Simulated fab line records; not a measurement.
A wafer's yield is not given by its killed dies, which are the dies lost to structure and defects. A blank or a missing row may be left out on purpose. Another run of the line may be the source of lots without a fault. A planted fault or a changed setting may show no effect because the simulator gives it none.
Which of the tools did it? :: flow gf180mcu :: 39 wafers sampled from 13 lots at 1 step of a route of 602

## WHAT THE GAUGES SHOWED, per wafer
GF_STI_THK_MEAS_22.
lot: L140
measured: day 2 03:58
on: film-metro-03
STI_OXIDATION_01_THK (nm): 14.85 14.81 14.93

lot: L141
measured: day 2 09:55
on: film-metro-03
STI_OXIDATION_01_THK (nm): 15.59 15.31 15.52

lot: L142
measured: day 2 13:38
on: film-metro-01
STI_OXIDATION_01_THK (nm): 15.17 15.15 15.45

lot: L144
measured: day 3 00:11
on: film-metro-03
STI_OXIDATION_01_THK (nm): 15.29 15.42 15.44

lot: L146
measured: day 3 09:48
on: film-metro-01
STI_OXIDATION_01_THK (nm): 14.86 15.00 14.84

lot: L151
measured: day 4 13:21
on: film-metro-02
STI_OXIDATION_01_THK (nm): 14.95 14.82 14.92

lot: L153
measured: day 4 23:07
on: film-metro-01
STI_OXIDATION_01_THK (nm): 15.19 15.32 15.24

lot: L154
measured: day 5 03:04
on: film-metro-01
STI_OXIDATION_01_THK (nm): 15.34 15.15 14.97

lot: L156
measured: day 5 15:05
on: film-metro-01
STI_OXIDATION_01_THK (nm): 14.75 14.97 14.85

lot: L159
measured: day 6 07:27
on: film-metro-01
STI_OXIDATION_01_THK (nm): 14.79 14.92 14.86

lot: L160
measured: day 6 10:33
on: film-metro-03
STI_OXIDATION_01_THK (nm): 14.72 14.78 14.80

lot: L162
measured: day 6 21:13
on: film-metro-03
STI_OXIDATION_01_THK (nm): 14.77 14.66 14.45

lot: L163
measured: day 7 03:18
on: film-metro-01
STI_OXIDATION_01_THK (nm): 14.72 14.94 14.73

## TOOL THAT RAN EACH LOT (tool first, then ch and the chambers of the sampled wafers, then the start)
The record shows no process step preceding these readings.

## AS READ BY THE TOOLS THEMSELVES (means over the sampled wafers that have a number; for cases with no such wafer, the mark the record gives instead)
The record holds no such reading with a usual standard deviation.

## THE ANSWER, worked out from the rows above alone
Rule: usual is defined by the lots themselves. The widest of any qualifying gaps counts: lots, ordered by their means at a reading, are off when they make up no more than a third of the lots, leave a main group of 4 or more, and stand apart from it by 3 or more times the standard deviation of that group's means. The tables above print the reading to a certain number of digits; a main group whose means all agree to those digits is not used. Also off: a lot with no number at a reading for which 4 or more lots have one. The other lots that the step has rows for count as sound. After the gauges, taken in route order, come the tools' own readings; for these a lot's mean is taken, as printed above. At the first step where some lot is off, the reading lying furthest off is the one used; lots without a number count as furthest.
Across all readings shown, no lot is off: no conclusion can be drawn from this.

## WHAT THE SIMULATOR HAD PUT IN
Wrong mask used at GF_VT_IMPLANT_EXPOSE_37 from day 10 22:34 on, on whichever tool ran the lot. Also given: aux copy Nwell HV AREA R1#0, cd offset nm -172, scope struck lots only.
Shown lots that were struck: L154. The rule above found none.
